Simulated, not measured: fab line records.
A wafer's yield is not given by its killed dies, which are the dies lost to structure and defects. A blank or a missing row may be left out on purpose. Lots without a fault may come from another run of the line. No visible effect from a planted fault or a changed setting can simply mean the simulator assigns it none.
Comparing a struck lot with a sound one ; flow gf180mcu ; 37 steps out of a route of 602
Sound: wafers L409.1, L409.4, L409.6. Struck: wafer L422.4 (left out: L422.1, L422.2 of the same lot, which were not struck); the cause appears at the end.
Per side, at each step with rows, come the tool, then ch with its chambers, and then its first start. Under that, the readings that differ: sound wafers ; struck wafers ; difference of the means ; sigmas: that difference in standard deviations of wafers without a fault.
alike: readings whose means differ by less than 2 such deviations, and words and numbers that are the same on both sides. not compared: withheld readings, readings that some wafer has no value for, bounds like >300 that may hide the same value, and numbers for which the record gives no deviation and whose values overlap.
The two part at a step that has a row with sigmas, a row that says differs or no value, or rows on one side only. Numbers that don't overlap but have no deviation are shown without sigmas and don't part them. Lack of a reading on every wafer of one side parts them only where that side has two or more wafers.

first, 2 steps without rows for these wafers: GF_M1_PEB_12 (peb time 90 s); GF_M1_DEVELOP_13 (develop time 60 s).
GF_M1_CD_MEAS_14: target cd 230 nm.
  sound on cdSem-01 at day 18 13:25; struck on cdSem-02 at day 23 09:45
reading;sound;struck;difference;sigmas
cdNm (nm);228.9 229.1 228.5;237.8;+9.0;+9
GF_M1_OVL_MEAS_15:
  sound on overlay-01 at day 18 13:32; struck on overlay-01 at day 23 09:52
reading;sound;struck;difference;sigmas
M1_OVL (nm);10 12 5;-7;-16;-3
GF_M1_METAL_ETCH_16: etches the open film in Cl2/BCl3, stops on SiO2, target depth 627.5 nm, time 104.6 s.
  sound on rieMetal-04 ch 0, day 18 13:34; struck on rieMetal-01 ch 1, day 23 09:55
  alike: drypumpMotorCurrentA, mfcCl2Sccm, oesProductAu, throttleValvePct
  not compared: rfHoursCounterH
then, 4 steps without rows for these wafers: GF_M1_STRIP_17 (strips in O2/N2); GF_M1_STRIP_18 (strips in post etch residue remover, time 1200 s); GF_M1_CLEAN_19 (cleans in DIW); GF_V1_CVD_00 (deposits SiO2, target thk 600 nm, time 100 s).
GF_V1_THK_MEAS_01:
  sound on filmMetro-01 at day 18 14:17; struck on filmMetro-04 at day 23 10:41
  alike: V1_CVD_00_THK
GF_V1_CVD_02: deposits SiO2 from TEOS, target thk 850 nm, time 94.851 s.
  sound on pecvd-01 ch 0,1, day 18 14:21; struck on pecvd-01 ch 0, day 23 10:45
  alike: heaterPowerW
GF_V1_THK_MEAS_03:
  sound on filmMetro-04 at day 18 14:25; struck on filmMetro-04 at day 23 10:49
  alike: V1_CVD_02_THK
GF_V1_CMP_04: polishes SiO2.
  sound on cmp-01 ch 0,3, day 18 14:29; struck on cmp-01 ch 0, day 23 10:53
reading;sound;struck;difference;sigmas
timeToEndpointS (s);75 78 83;25;-54;-12
model.SiO2_of_V1_CVD_02.thkNm (nm);631.7 631.4 631.4;789.3;+157.8;
  alike: motorCurrentA
GF_V1_BOW_MEAS_05:
  sound on filmMetro-02 at day 18 14:47; struck on filmMetro-04 at day 23 11:11
  alike: V1_BOW
then, 8 steps without rows for these wafers: GF_V1_DEHYDRATE_06 (time 60 s); GF_V1_HMDS_07 (prime time 60 s); GF_V1_COAT_08; GF_V1_COAT_09 (resist thk 982 nm); GF_V1_SOFTBAKE_10 (time 60 s); GF_V1_EXPOSE_11 (exposes mask Via1, target cd 260 nm); GF_V1_PEB_12 (peb time 90 s); GF_V1_DEVELOP_13 (develop time 60 s).
GF_V1_CD_MEAS_14: target cd 260 nm.
  sound on cdSem-02 at day 19 14:58; struck on cdSem-01 at day 24 10:04
  alike: cdNm
GF_V1_OVL_MEAS_15:
  sound on overlay-02 at day 19 15:05; struck on overlay-01 at day 24 10:11
  alike: V1_OVL
GF_V1_ETCH_16: etches BARC in N2/H2.
  sound on rieDiel-01 ch 0,2, day 19 15:08; struck on rieDiel-03 ch 3, day 24 10:14
reading;sound;struck;difference;sigmas
oesProductAu (a.u.);0.851 0.841 0.859;0.860;+0.010;+2
  alike: drypumpMotorCurrentA, throttleValvePct
GF_V1_ETCH_17: etches SiO2 in C4F8/O2/Ar, stops on TiN, target depth 630 nm.
  sound on rieDiel-01 ch 0,2; struck on rieDiel-03 ch 3
reading;sound;struck;difference;sigmas
oesProductAu (a.u.);0.861 0.864 0.853;0.972;+0.113;+24
model.etch.depthNm (nm);631.7 631.4 631.4;789.3;+157.8;
model.V1.featureDepthNm (nm);631.7 631.4 631.4;789.3;+157.8;
then, 3 steps without rows for these wafers: GF_V1_STRIP_18 (strips in O2/N2); GF_V1_STRIP_19 (strips in post etch residue remover, time 1200 s); GF_V1_CLEAN_20 (cleans in DIW).
GF_V1_SPUTTER_21: material Ti, target thk 15 nm, time 80.02 s.
  sound on pvdSputter-02 at day 19 15:50; struck on pvdSputter-04 at day 24 10:55
reading;sound;struck;difference;sigmas
throttleValvePct (%);31.8 30.0 29.7;28.3;-2.2;-2
then, 1 step without rows for these wafers: GF_V1_SPUTTER_22 (material TiN, target thk 10 nm, time 40 s).
GF_V1_CVD_23: deposits W, target thk 350 nm, time 105.05 s.
  sound on cvdW-02 ch 0,1, day 19 15:56; struck on cvdW-01 ch 1, day 24 11:01
  alike: heaterPowerW
GF_V1_RS_MEAS_24: a four-point-probe measurement.
  sound on filmMetro-04 at day 19 16:02; struck on filmMetro-01 at day 24 11:08
  alike: V1_W_RS
GF_V1_THK_MEAS_25: measures by xrf.
  sound on filmMetro-04 at day 19 16:10; struck on filmMetro-01 at day 24 11:15
reading;sound;struck;difference;sigmas
V1_W_THK (nm);344 339 341;351;+10;+2
GF_V1_CMP_26: polishes, stops on SiO2, t overpolish 15 s, target thk 0 nm.
  sound on cmp-02 ch 2,3, day 19 16:22; struck on cmp-01 ch 1, day 24 11:22
reading;sound;struck;difference;sigmas
motorCurrentA (A);11.4 9.9 10.2;13.3;+2.8;+3
model.SiO2_of_V1_CVD_02.thkNm (nm);627.9 627.7 627.6;785.6;+157.9;
then, 1 step without rows for these wafers: GF_M2_SPUTTER_00 (material Ti, target thk 37.5 nm, time 150 s).
-- the record jumps here: 9 days lie between the struck wafers' starts before and after (it left off in module M2 and takes up again in module PASSIVATION, whose first step shown is number 602 of the route) --
GF_PASSIVATION_PROBE_99:
  sound on prober-01 at day 30 04:37; struck on prober-02 at day 33 16:52
reading;sound;struck;difference;sigmas
model.etest.via1Chain.rcOhm;6.603 6.421 6.303;7.279;+0.837;
model.etest.met2Comb.leakLog10AUm;-12.07 -12.05 -11.88;-11.87;+0.13;
  not compared: model.etest.met1.widthNm, model.etest.met1.lineOhmUm

## WHERE THEY PART
Earliest at GF_M1_CD_MEAS_14; latest, in this record, at GF_V1_CMP_26.

WHY: the cause the simulator had injected
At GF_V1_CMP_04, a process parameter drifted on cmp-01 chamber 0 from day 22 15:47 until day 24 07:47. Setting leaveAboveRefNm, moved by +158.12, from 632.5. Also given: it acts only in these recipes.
